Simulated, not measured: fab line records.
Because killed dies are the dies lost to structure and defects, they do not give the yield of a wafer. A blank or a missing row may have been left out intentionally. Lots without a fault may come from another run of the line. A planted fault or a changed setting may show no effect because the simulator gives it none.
A single fault, viewed from 2 desks -- flow gf180mcu -- only its own numbers are on each desk; what lay behind them is given at the end

== FROM THE METROLOGY DESK ==
Means of the sampled wafers that have a number, per lot and without regard to the tool the lot ran on: this is what the gauges read. The brackets show how far a lot's mean lies from the usual mean; more than 4 standard deviations puts the lot out of limits, marked OUT.
Columns: A = V2_BOW at GF_V2_BOW_MEAS_05, usual 99 um; B = M3_OVL at GF_M3_OVL_MEAS_15, usual -2 nm; C = V3_CVD_02_THK at GF_V3_THK_MEAS_03, usual 849 nm; D = M4_ALCU_RS at GF_M4_RS_MEAS_05, usual 0.0697 ohm/sq
lot,first seen here,A,B,C,D
L912,day 19 06:23,104,-8,849,0.0696
L913,day 19 11:45,99,-4,837,0.0698
L916,day 20 11:40,102,-1,849,0.0697
L919,day 21 16:23,101,-4,856,0.0694
L920,day 22 06:39,94,-1,841,0.0697
L923,day 23 13:33,106,-4,718 (-12) OUT,0.0702
L925,day 24 08:34,103,-4,856,0.0695
L927,day 24 14:14,102,-2,723 (-11) OUT,0.0691
L930,day 25 16:34,92,6,847,0.0699
L931,day 25 22:08,92,6,857,0.0699
L933,day 26 09:46,99,-12,834,0.0706
L935,day 26 22:21,108,-6,846,0.0700
This desk's finding: out of limits on L923, L927; first on L923, day 25 12:01 (V3_CVD_02_THK at GF_V3_THK_MEAS_03). L912, L913, L916, L919, L920, L925, L930, L931, L933, L935: within limits.

== AT THE TOOL OWNER'S DESK: pecvd-03 ==
The tool's own readings at GF_V3_CVD_02 (deposits SiO2 from TEOS, target thk 850 nm, time 94.851 s): means of the sampled wafers that have a number, for each lot that ran on this tool. The brackets show how far a lot's mean lies from the usual mean; more than 4 standard deviations puts the lot out of limits, marked OUT.
Columns: A = heater_power_outer_w at GF_V3_CVD_02, usual 344 W; B = heater_power_w at GF_V3_CVD_02, usual 592 W
lot,first seen here,A,B
L912,day 21 08:34,324,611
L913,day 21 13:21,284,557
L920,day 24 07:28,379,641
L923,day 25 11:56,396,708
L927,day 26 12:10,336,626
L935,day 28 17:40,398,690
Finding of this desk: none of the 6 lots has anything out of limits.

== PUT TOGETHER ==
Metrology desk: alarm possible at day 25 12:01 on L923, L927.
The desk of the tool owner found nothing out of limits.
Tool owner's desk: L923, L927 on record, inside its limits.
Every lot named ran GF_V3_CVD_02 on pecvd-03.

== WHAT THE SIMULATOR HAD PUT IN ==
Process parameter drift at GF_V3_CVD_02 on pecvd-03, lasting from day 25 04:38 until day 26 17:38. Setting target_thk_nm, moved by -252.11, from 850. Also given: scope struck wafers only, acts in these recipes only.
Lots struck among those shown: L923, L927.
Hours from the fault's start to each desk's first reading out of limits: the metrology desk, 7.
